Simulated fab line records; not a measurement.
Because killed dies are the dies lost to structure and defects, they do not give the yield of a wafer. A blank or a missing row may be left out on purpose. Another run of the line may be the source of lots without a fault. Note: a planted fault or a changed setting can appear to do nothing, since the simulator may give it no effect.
Code-filled problem report in 8D (eight disciplines) form ; flow gf180mcu ; the parts of the form that need people (team, actions taken, sign-off) are left out

1. THE PROBLEM
cathode dc power W at GF_V1_SPUTTER_22 reads a mean of 4272.9 W on 6 wafers of 2 lots; wafers without a fault read 3999.9 W with a standard deviation of 0.72. That is +99 or more standard deviations from the usual mean.
The step: material TiN, target thk 10 nm, time 40 s.
Seen first at day 22 14:39 on pvd sputter-03, wafer L671.1. Wafers with a number at this step in the record: 39, from 13 lots. Rule for "out" (also "out of limits"): further than 4 standard deviations from the usual mean. All remaining wafers that have a number are taken as sound.

2. WHAT IT IS, AND WHAT IT ISN'T
question;is;is not
which readings at this step;cathode dc power W;chamber pressure pa, throttle valve pct
which lots;L671, L672;L661, L662, L663, L664, L665, L675, L679, L680, L681, L682, L683
which wafers of those lots;all that have a number;-
read on which tools;pvd sputter-03;pvd sputter-01, pvd sputter-04
when;from day 22 14:39;"up to then (15 sound wafers); but 18 sound wafers of L675, L679, L680, L681, L682, L683 came after"

3. WHAT RULES OUT EACH SUSPECT
Counting: any tool at a process step up to the reading is kept as a suspect provided that every lot that is out went through it and no sound lot did after the first of them.
- pvd sputter-03 at GF_V1_SPUTTER_22 (material TiN, target thk 10 nm, time 40 s): ruled out as a lasting fault. Sound lots L680, L682, L683 ran on it after its first lot that is out, L671 (day 22 14:39).
Left after counting: nothing in the record.

4. THE CAUSE (what the simulator had put in)
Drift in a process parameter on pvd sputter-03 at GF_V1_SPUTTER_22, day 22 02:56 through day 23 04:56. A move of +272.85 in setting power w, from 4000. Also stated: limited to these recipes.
Counting ruled it out, wrongly.

5. SEQUENCE OF EFFECTS, ordered by route
Each row: a reading whose mean over the struck wafers that have a number lies more than 3 standard deviations from the usual. Readings are gone through only where the record gives a usual standard deviation; hours: the median, over the lots, of the time from a lot's start at the first step in this table giving one to that lot's start at this step; sigmas: the change measured in usual standard deviations.
hours;step;reading;usual;on struck wafers;change;sigmas
0;GF_V1_SPUTTER_22;cathode dc power W;3999.9 W;4272.9;+273.0;+99 or more
The process steps in it:
- GF_V1_SPUTTER_22: material TiN, target thk 10 nm, time 40 s.

6. WHAT WOULD HAVE CAUGHT IT SOONER
The fault began at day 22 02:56; the first out-of-limits reading in this record came at day 22 14:39, 12 hours later.
